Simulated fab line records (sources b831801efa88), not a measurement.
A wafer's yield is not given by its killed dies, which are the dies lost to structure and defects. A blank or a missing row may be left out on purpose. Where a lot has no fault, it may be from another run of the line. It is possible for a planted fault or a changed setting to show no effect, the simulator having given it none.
fab line records    flow gf180mcu    part 1 of 2: steps 1 to 27 of 36
record: lots: 5  wafers: 15  last-day: 34
route steps=602 shown M4@474 V4@476 MIM@503
lots untouched by any fault: they come from a run of this same line in which no faults occurred
start-h: start of the lot's first displayed wafer, in hours after the record's first day    wait-h: time in hours since the lot's previous step    " same as the row above    L1.1+2: several wafers, shown together as one row    - no value, or no start was given    * or withheld: withheld    < > ~ a bound
route shown NAME@n: a module of which the file shows steps, and the number in the route of the first    usual: mean/standard deviation of fault-free wafers    same: alike in all rows    chamber/n: place in a boat    sites: each site's reading    _std_site: how widely they spread, as a standard deviation    _edge_site: the outer-site mean with the inner-site mean subtracted    radius-mm: for every site, how far away it sits from the centre of the wafer    mask NAME#n: copy n    behind: the last tool/chamber to shape the wafer    hold: why the lot went on hold/how many hours it stayed there/how the hold came to an end    device: which transistor (n, p or np) failed to switch    end of line: at the end of the route, the tests of the same wafers    a step given without rows: its recipe and nothing more    killed: the dies lost at the first sort to structure and to defects; this is not the yield of the wafer    map: dies across one wafer; x = killed, . = not, _ = none there
set.NAME: the run value of the setting; set.NAME@STEP: its run value at that earlier step    model.NAME: the simulator's own value behind a step, which no gauge read
lots seen at some steps along the route; tables by step, rows by wafer
services: from which hour (start-h, from the record's first day; less than 0 if before it) a tool's chamber was out of use, for how many hours, and why
== steps ==
step: GF_M4_STRIP_18
recipe: chemistry: post-etch-residue-remover  time-s: 1200  temp-c: 72.5
usual: temp-c: 72.51/0.12
lot.wafer  tool          chamber  start-h  wait-h  temp-c
L075.2     wet-bench-01  2        553.91   0.1     72.50
L075.4     "             2        "        "       72.39
L075.5     "             2        "        "       72.54
L082.3     wet-bench-01  2        582.47   0.0     72.62
L082.4     "             2        "        "       72.51
L082.5     "             2        "        "       72.55
L087.2     wet-bench-03  3        625.02   0.1     72.47
L087.4     "             3        "        "       72.63
L087.6     "             3        "        "       72.62
L092.3     wet-bench-03  0        670.72   0.0     72.42
L092.5     "             0        "        "       72.52
L092.6     "             0        "        "       72.47
L097.1     wet-bench-02  3        703.97   0.1     72.57
L097.2     "             3        "        "       72.49
L097.5     "             3        "        "       72.50
step: GF_M4_CLEAN_19
recipe: chemistry: DIW  dry: n2-spin
lot.wafer   tool          chamber  start-h  wait-h
L075.2+4+5  wet-bench-02  2        554.25   0.0
L082.3+4+5  wet-bench-02  0        582.81   0.0
L087.2+4+6  wet-bench-01  2        625.36   0.0
L092.3+5+6  wet-bench-03  3        671.06   0.0
L097.1+2+5  wet-bench-03  2        704.31   0.0
step: GF_V4_CVD_00
recipe: material: SiO2  target-thk-nm: 600  sigma-open-frac: 0.3  temp-c: 400  time-s: 100  sih4-flow-sccm: 60  pressure-mtorr: 6
lot.wafer   tool       chamber  start-h  wait-h
L075.2+4+5  hdpcvd-02  1,2,0    554.35   0.0
L082.3+4+5  hdpcvd-01  0,0,1    582.90   0.0
L087.2+4+6  hdpcvd-01  1,1,0    625.46   0.0
L092.3+5+6  hdpcvd-01  1,0,1    671.15   0.0
L097.1+2+5  hdpcvd-02  1,0,1    704.40   0.0
step: GF_V4_THK_MEAS_01
recipe: reads: SiO2_of_V4_CVD_00
usual: V4_CVD_00_THK: 601/8.4
lot.wafer  tool           chamber  start-h  wait-h  V4_CVD_00_THK[nm]
L075.2     film-metro-02  -        554.44   0.0     606
L075.4     "              -        "        "       606
L075.5     "              -        "        "       584
L082.3     film-metro-03  -        583.00   0.1     610
L082.4     "              -        "        "       599
L082.5     "              -        "        "       596
L087.2     film-metro-02  -        625.54   0.0     599
L087.4     "              -        "        "       591
L087.6     "              -        "        "       599
L092.3     film-metro-03  -        671.25   0.1     584
L092.5     "              -        "        "       599
L092.6     "              -        "        "       583
L097.1     film-metro-02  -        704.47   0.0     604
L097.2     "              -        "        "       592
L097.5     "              -        "        "       607
step: GF_V4_CVD_02
recipe: material: SiO2  target-thk-nm: 850  precursor: TEOS  temp-c: 400  time-s: 94.851  rf-w: 600
usual: heater-power-w: 672/97  rf-fwd-power-W: 596.4/2.5
lot.wafer  tool      chamber  start-h  wait-h  heater-power-w  rf-fwd-power-W
L075.2     pecvd-01  0        554.49   0.0     491             597.8
L075.4     "         2        "        "       766             596.0
L075.5     "         1        "        "       718             595.4
L082.3     pecvd-02  0        583.04   0.0     642             597.7
L082.4     "         0        "        "       724             599.2
L082.5     "         2        "        "       797             595.3
L087.2     pecvd-02  2        625.59   0.0     743             591.8
L087.4     "         1        "        "       766             596.1
L087.6     "         2        "        "       801             593.5
L092.3     pecvd-01  1        671.29   0.0     734             593.1
L092.5     "         1        "        "       592             596.9
L092.6     "         0        "        "       522             599.9
L097.1     pecvd-01  0        704.53   0.1     449             596.4
L097.2     "         2        "        "       756             597.4
L097.5     "         0        "        "       479             594.3
step: GF_V4_THK_MEAS_03
recipe: reads: SiO2_of_V4_CVD_02
usual: V4_CVD_02_THK: 847/13
lot.wafer  tool           chamber  start-h  wait-h  V4_CVD_02_THK[nm]
L075.2     film-metro-01  -        554.57   0.0     838
L075.4     "              -        "        "       834
L075.5     "              -        "        "       830
L082.3     film-metro-03  -        583.13   0.1     836
L082.4     "              -        "        "       839
L082.5     "              -        "        "       832
L087.2     film-metro-02  -        625.67   0.0     846
L087.4     "              -        "        "       868
L087.6     "              -        "        "       849
L092.3     film-metro-02  -        671.37   0.1     840
L092.5     "              -        "        "       855
L092.6     "              -        "        "       868
L097.1     film-metro-03  -        704.60   0.0     860
L097.2     "              -        "        "       845
L097.5     "              -        "        "       873
step: GF_V4_CMP_04
recipe: material: SiO2  down-force-psi: 4  platen-rpm: 60  pad-velocity-m-s: 0.94248
usual: motor-current-A: 12.3/1.1  slurry-filter-dp-kPa: 13.50/0.13  slurry-flow-ml-min: 150.0/0.48  time-to-endpoint-s: 78/6.5
lot.wafer  tool    chamber  start-h  wait-h  motor-current-A  slurry-filter-dp-kPa  slurry-flow-ml-min  time-to-endpoint-s
L075.2     cmp-02  2        554.62   0.0     11.5             13.45                 151.0               75
L075.4     "       0        "        "       11.7             13.65                 149.8               77
L075.5     "       3        "        "       14.0             13.55                 149.8               66
L082.4     cmp-02  2        583.19   0.0     11.8             13.55                 150.5               71
L082.3     "       0        "        "       12.2             13.74                 149.7               74
L082.5     "       2        "        "       11.3             13.38                 149.6               70
L087.4     cmp-01  0        625.72   0.0     12.5             13.67                 149.9               81
L087.2     "       1        "        "       13.1             13.48                 150.1               71
L087.6     "       1        "        "       13.0             13.73                 150.2               74
L092.3     cmp-01  2        671.51   0.1     11.1             13.65                 150.1               76
L092.5     "       0        "        "       12.0             13.59                 150.0               82
L092.6     "       1        "        "       13.2             13.49                 149.5               84
L097.2     cmp-01  2        704.66   0.0     11.5             13.43                 149.5               80
L097.1     "       1        "        "       12.5             13.39                 150.2               81
L097.5     "       2        "        "       11.3             13.33                 149.9               91
step: GF_V4_BOW_MEAS_05
recipe: mode: bow
usual: V4_BOW: 132/11
lot.wafer  tool           chamber  start-h  wait-h  V4_BOW[um]
L075.2     film-metro-01  -        554.94   0.3     124
L075.4     "              -        "        "       139
L075.5     "              -        "        "       130
L082.3     film-metro-02  -        583.53   0.2     125
L082.4     "              -        "        "       125
L082.5     "              -        "        "       126
L087.2     film-metro-03  -        626.04   0.2     124
L087.4     "              -        "        "       118
L087.6     "              -        "        "       132
L092.3     film-metro-03  -        671.75   0.2     132
L092.5     "              -        "        "       114
L092.6     "              -        "        "       118
L097.1     film-metro-02  -        704.96   0.1     135
L097.2     "              -        "        "       131
L097.5     "              -        "        "       131
step: GF_V4_DEHYDRATE_06
recipe: temp-c: 200  time-s: 60
lot.wafer   tool            chamber  start-h  wait-h
L075.2+4+5  litho-track-02  0        565.60   10.6
L082.3+4+5  litho-track-03  0        593.98   10.4
L087.2+4+6  litho-track-01  0        636.06   10.0
L092.3+5+6  litho-track-03  0        681.23   9.5
L097.1+2+5  litho-track-03  0        712.98   8.0
step: GF_V4_HMDS_07
recipe: prime-time-s: 60  prime-temp-c: 120
usual: prime-temp-c: 119.99/0.16
lot.wafer  tool            chamber  start-h  wait-h  prime-temp-c
L075.2     litho-track-02  0        565.75   0.1     119.84
L075.4     "               0        "        "       120.08
L075.5     "               0        "        "       120.04
L082.3     litho-track-03  0        594.13   0.1     119.87
L082.4     "               0        "        "       120.06
L082.5     "               0        "        "       120.01
L087.2     litho-track-01  0        636.21   0.1     120.15
L087.4     "               0        "        "       119.95
L087.6     "               0        "        "       119.94
L092.3     litho-track-03  0        681.38   0.1     119.97
L092.5     "               0        "        "       119.83
L092.6     "               0        "        "       120.05
L097.1     litho-track-03  0        713.13   0.1     119.81
L097.2     "               0        "        "       119.88
L097.5     "               0        "        "       119.92
step: GF_V4_COAT_08
recipe: resist: BARC  temp-c: withheld  time-s: withheld  spin-rpm: withheld  resist-thk-nm: withheld
lot.wafer   tool            chamber  start-h  wait-h
L075.2+4+5  litho-track-02  0        565.90   0.1
L082.3+4+5  litho-track-03  0        594.28   0.1
L087.2+4+6  litho-track-01  0        636.36   0.1
L092.3+5+6  litho-track-03  0        681.53   0.1
L097.1+2+5  litho-track-03  0        713.28   0.1
step: GF_V4_COAT_09
recipe: resist: KrF  spin-rpm: withheld  resist-thk-nm: 1000
lot.wafer   tool            chamber  start-h  wait-h
L075.2+4+5  litho-track-02  0        -        -
L082.3+4+5  litho-track-03  0        -        -
L087.2+4+6  litho-track-01  0        -        -
L092.3+5+6  litho-track-03  0        -        -
L097.1+2+5  litho-track-03  0        -        -
step: GF_V4_SOFTBAKE_10
recipe: temp-c: 130  time-s: 60  resist: KrF
lot.wafer   tool            chamber  start-h  wait-h
L075.2+4+5  litho-track-02  0        -        -
L082.3+4+5  litho-track-03  0        -        -
L087.2+4+6  litho-track-01  0        -        -
L092.3+5+6  litho-track-03  0        -        -
L097.1+2+5  litho-track-03  0        -        -
step: GF_V4_EXPOSE_11
recipe: mask-id: Via4  target-cd-nm: 260  na: 0.68  source-shape: conventional  sigma-outer: 0.6  dose-mj: 38
usual: exposure-dose-mJ-cm2: 38.12/0.21
same: na: 0.68
lot.wafer  tool            chamber  start-h  wait-h  mask    exposure-dose-mJ-cm2
L075.2     krf-scanner-02  0        -        -       Via4#0  37.95
L075.4     "               0        "        "       Via4#0  38.01
L075.5     "               0        "        "       Via4#0  37.97
L082.3     krf-scanner-02  0        -        -       Via4#0  37.97
L082.4     "               0        "        "       Via4#0  37.96
L082.5     "               0        "        "       Via4#0  37.98
L087.2     krf-scanner-01  0        -        -       Via4#0  38.37
L087.4     "               0        "        "       Via4#0  38.43
L087.6     "               0        "        "       Via4#0  38.45
L092.3     krf-scanner-02  0        -        -       Via4#0  37.98
L092.5     "               0        "        "       Via4#0  37.99
L092.6     "               0        "        "       Via4#0  37.98
L097.1     krf-scanner-02  0        -        -       Via4#0  38.00
L097.2     "               0        "        "       Via4#0  38.02
L097.5     "               0        "        "       Via4#0  37.97
step: GF_V4_PEB_12
recipe: peb-temp-c: 135  peb-time-s: 90  resist: KrF
lot.wafer   tool            chamber  start-h  wait-h
L075.2+4+5  litho-track-02  0        -        -
L082.3+4+5  litho-track-02  0        -        -
L087.2+4+6  litho-track-01  0        -        -
L092.3+5+6  litho-track-02  0        -        -
L097.1+2+5  litho-track-01  0        -        -
step: GF_V4_DEVELOP_13
recipe: develop-time-s: 60  resist: KrF  dev-temp-c: 21
usual: developer-temp-C: 21.03/0.11
lot.wafer  tool            chamber  start-h  wait-h  developer-temp-C
L075.2     litho-track-02  0        577.30   0.2     21.02
L075.4     "               0        "        "       20.89
L075.5     "               0        "        "       20.88
L082.3     litho-track-02  0        605.28   0.1     21.02
L082.4     "               0        "        "       21.16
L082.5     "               0        "        "       20.74
L087.2     litho-track-01  0        648.06   0.2     21.23
L087.4     "               0        "        "       21.27
L087.6     "               0        "        "       21.25
L092.3     litho-track-02  0        691.63   0.1     21.13
L092.5     "               0        "        "       21.02
L092.6     "               0        "        "       21.03
L097.1     litho-track-01  0        721.88   0.2     21.02
L097.2     "               0        "        "       20.96
L097.5     "               0        "        "       20.86
step: GF_V4_CD_MEAS_14
recipe: target-cd-nm: 260
usual: cd-nm: 260.1/0.95
lot.wafer  tool       chamber  start-h  wait-h  cd-nm
L075.2     cd-sem-01  -        577.45   0.1     258.6
L075.4     "          -        "        "       259.5
L075.5     "          -        "        "       260.3
L082.3     cd-sem-01  -        605.42   0.1     258.7
L082.4     "          -        "        "       259.1
L082.5     "          -        "        "       259.0
L087.2     cd-sem-01  -        648.27   0.2     258.9
L087.4     "          -        "        "       259.8
L087.6     "          -        "        "       258.7
L092.3     cd-sem-01  -        691.77   0.1     260.7
L092.5     "          -        "        "       259.2
L092.6     "          -        "        "       260.5
L097.1     cd-sem-01  -        722.03   0.1     260.1
L097.2     "          -        "        "       259.1
L097.5     "          -        "        "       259.9
step: GF_V4_OVL_MEAS_15
usual: V4_OVL: 2/5.2
lot.wafer  tool        chamber  start-h  wait-h  V4_OVL[nm]
L075.2     overlay-01  -        577.55   0.1     -6
L075.4     "           -        "        "       -8
L075.5     "           -        "        "       -7
L082.3     overlay-01  -        605.51   0.1     -4
L082.4     "           -        "        "       0
L082.5     "           -        "        "       -1
L087.2     overlay-01  -        648.38   0.1     5
L087.4     "           -        "        "       5
L087.6     "           -        "        "       2
L092.3     overlay-02  -        691.86   0.1     -3
L092.5     "           -        "        "       5
L092.6     "           -        "        "       4
L097.1     overlay-02  -        722.15   0.1     11
L097.2     "           -        "        "       7
L097.5     "           -        "        "       6
step: GF_V4_ETCH_16
recipe: chemistry: N2/H2  target-depth-a: withheld  overetch-a: withheld  time-s: withheld  target: BARC  ion-energy-ev: 200  source-w: 500  bias-w: 100  pressure-mtorr: 30  n2-flow-sccm: 100  h2-flow-sccm: 200
usual: chamber-pressure-mTorr: 29.997/0.027  drypump-motor-current-A: 5.9/0.42  oes-product-au: 0.855/0.0046  rf-fwd-power-W: 495.9/1.8  throttle-valve-pct: 13.225/0.009
lot.wafer  tool         chamber  start-h  wait-h  chamber-pressure-mTorr  drypump-motor-current-A  oes-product-au  rf-fwd-power-W  throttle-valve-pct
L075.2     rie-diel-03  2        577.58   0.0     29.964                  6.4                      0.855           497.2           13.232
L075.4     "            0        "        "       30.044                  5.3                      0.852           494.9           13.238
L075.5     "            2        "        "       30.029                  6.4                      0.853           494.8           13.221
L082.3     rie-diel-03  1        605.53   0.0     30.003                  5.7                      0.857           495.6           13.223
L082.4     "            3        "        "       30.006                  5.9                      0.852           495.6           13.233
L082.5     "            3        "        "       29.999                  5.8                      0.856           496.1           13.220
L087.2     rie-diel-01  3        648.41   0.0     29.970                  5.8                      0.855           494.2           13.213
L087.4     "            1        "        "       29.993                  5.7                      0.847           495.7           13.213
L087.6     "            1        "        "       30.011                  5.7                      0.861           493.9           13.230
L092.3     rie-diel-04  1        691.88   0.0     29.993                  5.9                      0.860           499.0           13.222
L092.5     "            3        "        "       29.929                  5.6                      0.861           493.1           13.206
L092.6     "            2        "        "       29.960                  6.5                      0.844           494.0           13.224
L097.1     rie-diel-04  0        722.19   0.0     30.013                  5.0                      0.856           491.5           13.238
L097.2     "            2        "        "       30.011                  6.4                      0.855           493.6           13.214
L097.5     "            1        "        "       30.020                  6.0                      0.853           497.1           13.227
step: GF_V4_ETCH_17
recipe: chemistry: C4F8/O2/Ar  mask-material: KrF  target: SiO2  stop-on: TiN  source-w: 1500  bias-w: 1200  pressure-mtorr: 40  c4f8-flow-sccm: withheld  O2_flow_sccm: 6  Ar_flow_sccm: 300  time-s: withheld  target-depth-a: 6300
usual: chamber-pressure-mTorr: 40.00/0.038  oes-product-au: 0.855/0.0044  rf-fwd-power-W: 1494/4.6
lot.wafer  tool         chamber  start-h  wait-h  chamber-pressure-mTorr  oes-product-au  rf-fwd-power-W
L075.2     rie-diel-03  2        -        -       39.97                   0.859           1495
L075.4     "            0        "        "       40.00                   0.853           1495
L075.5     "            2        "        "       40.01                   0.853           1482
L082.3     rie-diel-03  1        -        -       40.01                   0.852           1488
L082.4     "            3        "        "       39.99                   0.856           1496
L082.5     "            3        "        "       39.99                   0.848           1499
L087.2     rie-diel-01  3        -        -       40.00                   0.854           1498
L087.4     "            1        "        "       40.00                   0.849           1496
L087.6     "            1        "        "       39.95                   0.846           1499
L092.3     rie-diel-04  1        -        -       40.01                   0.851           1496
L092.5     "            3        "        "       39.94                   0.853           1502
L092.6     "            2        "        "       40.00                   0.864           1494
L097.1     rie-diel-04  0        -        -       39.97                   0.861           1497
L097.2     "            2        "        "       40.00                   0.856           1492
L097.5     "            1        "        "       39.99                   0.864           1487
step: GF_V4_STRIP_18
recipe: chemistry: O2/N2  power-w: 1400  pressure-mtorr: 1500  platen-temp-c: 250  o2-flow-sccm: 3000  n2-flow-sccm: 300  overash-fraction: 0.5
usual: chamber-pressure-mTorr: 1500.0/1.4  drypump-motor-current-A: 5.7/0.47  heater-power-w: 332/41  oes-product-au: 0.593/0.0048
lot.wafer  tool             chamber  start-h  wait-h  chamber-pressure-mTorr  drypump-motor-current-A  heater-power-w  oes-product-au  rf-hours-counter-h
L075.2     plasma-asher-01  1        577.71   -       1498.8                  5.0                      285             0.596           82
L075.4     "                1        "        "       1501.1                  5.0                      299             0.591           -
L075.5     "                0        "        "       1500.7                  5.2                      316             0.597           -
L082.3     plasma-asher-04  0        605.69   -       1500.5                  6.0                      314             0.593           -
L082.4     "                1        "        "       1499.3                  6.0                      326             0.590           -
L082.5     "                1        "        "       1501.5                  5.9                      324             0.590           -
L087.2     plasma-asher-04  0        648.54   -       1501.2                  6.0                      313             0.602           24
L087.4     "                1        "        "       1499.9                  5.9                      321             0.588           -
L087.6     "                1        "        "       1500.2                  6.0                      328             0.591           -
L092.3     plasma-asher-04  1        692.04   -       1502.8                  6.0                      327             0.598           -
L092.5     "                0        "        "       1501.5                  6.0                      316             0.596           -
L092.6     "                1        "        "       1498.4                  6.0                      327             0.595           -
L097.1     plasma-asher-02  0        722.32   -       1500.2                  6.2                      422             0.594           59
L097.2     "                1        "        "       1499.4                  6.0                      323             0.593           59
L097.5     "                0        "        "       1500.7                  6.2                      427             0.599           -
step: GF_V4_STRIP_19
recipe: chemistry: post-etch-residue-remover  time-s: 1200  temp-c: 72.5
usual: temp-c: 72.47/0.12
lot.wafer  tool          chamber  start-h  wait-h  temp-c
L075.2     wet-bench-01  3        577.81   0.1     72.69
L075.4     "             3        "        "       72.63
L075.5     "             3        "        "       72.64
L082.3     wet-bench-02  1        605.76   0.0     72.40
L082.4     "             1        "        "       72.40
L082.5     "             1        "        "       72.51
L087.2     wet-bench-02  3        648.64   0.1     72.33
L087.4     "             3        "        "       72.48
L087.6     "             3        "        "       72.23
L092.3     wet-bench-02  3        692.11   0.0     72.46
L092.5     "             3        "        "       72.38
L092.6     "             3        "        "       72.40
L097.1     wet-bench-02  1        722.42   0.1     72.44
L097.2     "             1        "        "       72.61
L097.5     "             1        "        "       72.58
step: GF_V4_CLEAN_20
recipe: chemistry: DIW  dry: n2-spin
lot.wafer   tool          chamber  start-h  wait-h
L075.2+4+5  wet-bench-02  0        578.15   0.0
L082.3+4+5  wet-bench-01  2        606.10   0.0
L087.2+4+6  wet-bench-01  3        648.98   0.0
L092.3+5+6  wet-bench-04  0        692.45   0.0
L097.1+2+5  wet-bench-01  3        723.10   0.0
step: GF_V4_SPUTTER_21
recipe: material: Ti  target-thk-nm: 15  chamber-pressure-pa: 5  power-w: 2500  substrate-temp-c: 200  time-s: 80.02
usual: throttle-valve-pct: 30.7/1.1
lot.wafer  tool            chamber  start-h  wait-h  throttle-valve-pct
L075.2     pvd-sputter-01  -        578.24   0.0     30.7
L075.4     "               -        "        "       30.6
L075.5     "               -        "        "       31.4
L082.3     pvd-sputter-03  -        606.19   0.0     32.0
L082.4     "               -        "        "       31.6
L082.5     "               -        "        "       32.0
L087.2     pvd-sputter-02  -        649.08   0.0     29.3
L087.4     "               -        "        "       29.8
L087.6     "               -        "        "       30.2
L092.3     pvd-sputter-03  -        692.54   0.0     32.2
L092.5     "               -        "        "       28.8
L092.6     "               -        "        "       31.1
L097.1     pvd-sputter-01  -        723.19   0.0     31.2
L097.2     "               -        "        "       31.9
L097.5     "               -        "        "       31.6
step: GF_V4_SPUTTER_22
recipe: material: TiN  target-thk-nm: 10  chamber-pressure-pa: 5  power-w: 4000  time-s: 40
usual: throttle-valve-pct: 30.7/1.1
lot.wafer  tool            chamber  start-h  wait-h  throttle-valve-pct
L075.2     pvd-sputter-01  -        578.31   0.0     30.5
L075.4     "               -        "        "       30.4
L075.5     "               -        "        "       31.4
L082.3     pvd-sputter-03  -        606.26   0.0     32.4
L082.4     "               -        "        "       31.2
L082.5     "               -        "        "       32.2
L087.2     pvd-sputter-02  -        649.14   0.0     29.1
L087.4     "               -        "        "       30.0
L087.6     "               -        "        "       30.2
L092.3     pvd-sputter-03  -        692.60   0.0     32.5
L092.5     "               -        "        "       28.5
L092.6     "               -        "        "       31.4
L097.1     pvd-sputter-01  -        723.25   0.0     31.1
L097.2     "               -        "        "       31.7
L097.5     "               -        "        "       31.8
step: GF_V4_CVD_23
recipe: material: W  target-thk-nm: 350  time-s: 104.9  temp-c: 400  pressure-torr: 40
usual: chamber-pressure-Torr: 40.01/0.085  heater-power-w: 887/89
lot.wafer  tool      chamber  start-h  wait-h  chamber-pressure-Torr  heater-power-w
L075.2     cvd-w-01  0        578.34   0.0     40.14                  1017
L075.4     "         0        "        "       40.02                  1048
L075.5     "         1        "        "       40.01                  819
L082.3     cvd-w-02  0        606.33   0.1     40.07                  919
L082.4     "         1        "        "       40.02                  793
L082.5     "         1        "        "       40.05                  806
L087.2     cvd-w-02  0        649.18   0.0     40.04                  922
L087.4     "         1        "        "       39.98                  805
L087.6     "         0        "        "       40.21                  936
L092.3     cvd-w-01  0        692.68   0.1     39.96                  1040
L092.5     "         0        "        "       40.12                  1008
L092.6     "         1        "        "       39.98                  812
L097.1     cvd-w-01  0        723.29   0.0     39.97                  1019
L097.2     "         1        "        "       40.00                  819
L097.5     "         0        "        "       39.94                  1012
step: GF_V4_RS_MEAS_24
recipe: thk-meas-gauge: four-point-probe  reads: W_of_V4_CVD_23+TiN_of_V4_SPUTTER_22+Ti_of_V4_SPUTTER_21
usual: V4_W_RS: 0.324/0.0052
lot.wafer  tool           chamber  start-h  wait-h  V4_W_RS[ohm/sq]
L075.2     film-metro-01  -        578.48   0.1     0.329
L075.4     "              -        "        "       0.327
L075.5     "              -        "        "       0.328
L082.3     film-metro-02  -        606.45   0.1     0.312
L082.4     "              -        "        "       0.322
L082.5     "              -        "        "       0.321
L087.2     film-metro-01  -        649.31   0.1     0.315
L087.4     "              -        "        "       0.323
L087.6     "              -        "        "       0.314
L092.3     film-metro-01  -        692.80   0.1     0.333
L092.5     "              -        "        "       0.332
L092.6     "              -        "        "       0.328
L097.1     film-metro-01  -        723.40   0.1     0.328
L097.2     "              -        "        "       0.320
L097.5     "              -        "        "       0.329
